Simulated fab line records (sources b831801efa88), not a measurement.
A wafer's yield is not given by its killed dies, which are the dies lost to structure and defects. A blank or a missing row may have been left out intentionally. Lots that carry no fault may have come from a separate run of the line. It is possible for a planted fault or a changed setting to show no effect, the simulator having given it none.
Chamber matching ; flow sky130 ; 3 sister chambers for SKY_LI_CONTACT_CMP_24 on cmp-02
The step polishes, stops on PSG, t overpolish 20 s, target thk 0 nm. 6 wafers are shown with their chamber, then 6 later ones without.

== EACH WAFER AND ITS CHAMBER ==
wafer;chamber;motor-current-A (A);time-to-endpoint-s (s)
L540.2;2;12.4;96
L540.5;2;12.9;93
L543.1;3;14.2;97
L543.2;0;10.3;90
L543.5;3;13.9;99
L545.1;0;10.0;93

== WAFERS WHOSE CHAMBER IS MISSING ==
wafer;motor-current-A (A);time-to-endpoint-s (s)
L545.2;13.2;100
L545.5;9.9;92
L547.3;14.0;93
L547.5;13.0;89
L556.3;9.9;91
L556.5;10.2;87

== WHICH CHAMBER EACH ONE RAN IN ==
wafer;from the rows above;in truth
L545.2;can't be placed: 3 or 2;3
L545.5;0;0
L547.3;3;3
L547.5;2;2
L556.3;0;0
L556.5;0;0
Correctly placed: 5 of 6. Cannot be placed on the basis of these rows: 1; the candidates contain the true chamber in 1. Number placed wrongly: 0.
How it was worked out, from the rows above alone: a wafer's distance from a chamber is the root of the sum, over the readings, of the square of ((its reading less the chamber's mean) divided by the reading's scatter). If the next closest chamber is less than 2 further off than the closest, the wafer can't be placed; otherwise it belongs to the closest. For every chamber, the mean is computed from those of its wafers that are shown. The scatter: take each reading less its chamber's mean, square it, sum over the shown wafers, divide by the number of wafers less the number of chambers, and take the root.
